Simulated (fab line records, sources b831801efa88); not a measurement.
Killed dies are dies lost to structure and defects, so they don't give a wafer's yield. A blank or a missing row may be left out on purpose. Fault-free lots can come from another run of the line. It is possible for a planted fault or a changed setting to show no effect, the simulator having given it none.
Matching of chambers ; flow gf180mcu ; 3 sister chambers for GF_PASSIVATION_CVD_02 on pecvd-02
The step deposits Si3N4, target thk 700 nm, time 486.18 s. 14 wafers are shown with their chamber, then 7 later ones without.

## EACH WAFER AND ITS CHAMBER
wafer;chamber;heater_power_w (W)
L256.2;2;740
L256.3;1;673
L256.4;0;728
L258.1;2;754
L258.2;1;772
L258.6;0;678
L263.1;0;624
L263.2;1;761
L263.5;2;774
L264.2;1;799
L264.5;2;730
L264.6;1;655
L266.1;2;731
L266.4;1;797

SIGNATURES, as means of the wafers listed above
reading;chamber 0;chamber 1;chamber 2;scatter within a chamber
heater_power_w;676.67;742.83;745.80;49.2
Rule: distance of a wafer from a chamber = root of the sum over the readings of ((wafer's reading minus chamber's mean) / reading's scatter) squared. The wafer belongs to the nearest chamber; if the next one is less than 2 further off, it can't be placed. The scatter: the root of (the sum of the squares of (reading less its chamber's mean) over the shown wafers, divided by (wafers less chambers)).

## WAFERS WITH NO CHAMBER GIVEN
wafer;heater_power_w (W)
L266.5;659
L272.2;733
L272.3;782
L272.4;801
L279.1;689
L279.2;758
L279.6;651

## CHAMBER TAKEN BY EACH
wafer;from the rows above;in truth
L266.5;can't be placed: 0 or 1 or 2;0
L272.2;can't be placed: 1 or 2 or 0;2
L272.3;can't be placed: 2 or 1 or 0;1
L272.4;can't be placed: 2 or 1 or 0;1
L279.1;can't be placed: 0 or 1 or 2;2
L279.2;can't be placed: 2 or 1 or 0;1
L279.6;can't be placed: 0 or 1 or 2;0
Correctly placed: 0 of 7. These rows do not allow placing 7 (true chamber among the candidates in 7). Placed wrongly: 0.
